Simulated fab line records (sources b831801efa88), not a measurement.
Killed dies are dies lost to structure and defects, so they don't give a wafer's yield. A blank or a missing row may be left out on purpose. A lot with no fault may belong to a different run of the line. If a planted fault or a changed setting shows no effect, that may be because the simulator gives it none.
Struck lot and sound lot, side by side | flow sky130 | 34 steps out of a route of 708
Sound: wafers L246.1, L246.2, L246.3. Wafers struck: L232.1, L232.3, L232.5. The cause comes at the end.
Each step with rows lists, per side, the tool, then ch with its chambers, then its first start. Under that, the readings that differ: sound wafers | struck wafers | difference of the means | sigmas: that difference in standard deviations of wafers without a fault.
alike: words and numbers the same on both sides, and readings whose means are apart by under 2 such deviations; not compared: readings that were withheld, readings missing a value for some wafer, numbers with overlapping values and no deviation given by the record, and bounds like >300 which may hide the same value.
Wherever a step has rows on one side only, a row that says differs or no value, or a row with sigmas, the two part there. When numbers do not overlap yet have no deviation, they are printed without sigmas and do not part them. Lack of a reading on every wafer of one side parts them only where that side has two or more wafers.

first, 7 steps without rows for these wafers: SKY_SONOS_TUNNEL_DEVELOP_06 (develop time 60 s); SKY_SONOS_TUNNEL_IMPLANT_09; SKY_SONOS_TUNNEL_WET_ETCH_10 (etches SiO2 in dHF, target depth 14 nm, time 280 s); SKY_SONOS_TUNNEL_STRIP_11 (strips in SPM, time 600 s); SKY_SONOS_TUNNEL_CLEAN_13 (cleans in dHF, time 20 s); SKY_SONOS_ONO_OXIDATION_00 (stabilise 600 s, purge 300 s, target thk 2.6 nm); SKY_SONOS_ONO_CVD_02 (deposits Si3N4 from DCS/NH3, target thk 10.5 nm, time 180 s).
SKY_SONOS_ONO_CVD_04: deposits SiO2 from SiH4/N2O, target thk 5.7199 nm.
  sound on lpcvd-03 ch 0, day 17 08:14; struck on lpcvd-03 ch 0, day 12 13:02
  reading                                    | sound             | struck            | difference | sigmas
  pressure_mtorr (mTorr)                     | 400.0 400.5 400.3 | 479.3 479.4 480.7 | +79.5      | +99 or more
  model.SiO2_of_SONOS_ONO_CVD_04.thk_nm (nm) | 5.708 5.766 5.777 | 6.36 6.368 6.318  | +0.60      |
  alike: zone_power_bottom_pct
SKY_SONOS_ONO_THK_MEAS_05:
  sound: film_metro-02 at day 17 09:29; struck: film_metro-04 at day 12 14:55
  reading                   | sound          | struck         | difference | sigmas
  SONOS_ONO_CVD_04_THK (nm) | 5.68 5.75 5.75 | 6.33 6.39 6.33 | +0.62      | +6
then, 23 steps without rows for these wafers: SKY_SONOS_ONO_DEHYDRATE_06 (time 60 s); SKY_SONOS_ONO_HMDS_07 (prime time 60 s); SKY_SONOS_ONO_COAT_08 (resist thk 1140 nm); SKY_SONOS_ONO_SOFTBAKE_09 (time 60 s); SKY_SONOS_ONO_EXPOSE_10 (exposes mask ONOM, target cd 410 nm); SKY_SONOS_ONO_PEB_11; SKY_SONOS_ONO_DEVELOP_12 (develop time 60 s); SKY_SONOS_ONO_ETCH_15 (etches the open film in CHF3/O2, target depth 19.52 nm, time 7.8 s); SKY_SONOS_ONO_WET_ETCH_16 (etches SiO2 in dHF, target depth 14 nm, time 280 s); SKY_SONOS_ONO_STRIP_17 (strips in O2/N2); SKY_SONOS_ONO_WET_ETCH_18 (etches Si3N4 in H3PO4, target depth 15 nm, time 172 s); SKY_GATE_OXIDE_CLEAN_00 (cleans in SC1/SC2, time 150 s); SKY_GATE_OXIDE_OXIDATION_01 (stabilise 600 s, purge 300 s, target thk 10.268 nm); SKY_GATE_OXIDE_DEHYDRATE_03 (time 60 s); SKY_GATE_OXIDE_HMDS_04 (prime time 60 s); SKY_GATE_OXIDE_COAT_05 (resist thk 1140 nm); SKY_GATE_OXIDE_SOFTBAKE_06 (time 60 s); SKY_GATE_OXIDE_EXPOSE_07 (exposes mask LVOM, target cd 600 nm); SKY_GATE_OXIDE_PEB_08; SKY_GATE_OXIDE_DEVELOP_09 (develop time 60 s); SKY_GATE_OXIDE_IMPLANT_11; SKY_GATE_OXIDE_WET_ETCH_12 (etches SiO2 in dHF, target depth 16.8 nm, time 336 s); SKY_GATE_OXIDE_STRIP_13 (strips in O2/N2).
-- the record jumps here: 2 days lie between the struck wafers' starts before and after --
SKY_GATE_OXIDE_CLEAN_15: cleans in SC1/SC2, time 150 s.
  sound on wet_bench-03 ch 2, day 20 02:14; struck on wet_bench-02 ch 1, day 14 20:59
  reading                                    | sound             | struck            | difference | sigmas
  model.SiO2_of_SONOS_ONO_CVD_04.thk_nm (nm) | 4.191 4.248 4.255 | 4.844 4.857 4.808 | +0.605     |
  alike: temp_c
-- here the record skips 31 days between the struck wafers' starts before and after, leaving off in module GATE_OXIDE and picking up in module PAD_OPEN (first step shown: number 708 of the route) --
SKY_PAD_OPEN_PROBE_99:
  sound: prober-01 at day 49 17:11; struck: prober-02 at day 46 04:41
  reading                                 | sound                | struck               | difference | sigmas
  killed_at_front_end                     | 7 5 17               | 16 34 22             | +14        | +3
  model.etest.sonos_erased.drive_ua_um    | 199.1 185.6 198      | 177.2 135.4 175.9    | -31.4      |
  model.etest.sonos_uncharged.r_on_ohm_um | 788.7 805.7 797.9    | 825.6 828.8 812.9    | +25.0      |
  model.etest.cap_ono.gate_log10_a_cm2    | -7.862 -7.968 -8     | -8.693 -8.676 -8.676 | -0.738     |
  model.etest.cap_ono.gate_bv_v (V)       | 16.63 16.61 16.48    | 16.81 16.74 16.68    | +0.17      |
  model.etest.cap_ono.tox_acc_nm (nm)     | 12.92 12.93 12.91    | 13.46 13.44 13.39    | +0.51      |
  model.etest.sonos_programmed.vt_v (V)   | 1.447 1.466 1.53     | 1.1 1.159 1.177      | -0.3       |
  model.etest.sonos_erased.vt_v (V)       | -2.295 -2.272 -2.302 | -2.08 -1.995 -2.074  | +0.24      |
  alike: killed_at_M0_to_M3, killed_at_M4_up, killed_at_contacts, killed_at_other, killed_dies, killed_open, killed_short
  not compared: model.etest.sonos_programmed.off_log10_a_um

## WHERE THEY PART
Earliest at SKY_SONOS_ONO_CVD_04; latest, in this record, at SKY_PAD_OPEN_PROBE_99.

WHY: the cause the simulator had injected
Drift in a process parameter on lpcvd-03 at SKY_SONOS_ONO_CVD_04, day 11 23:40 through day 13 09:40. Setting pressure_mtorr shifted by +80 from 400.
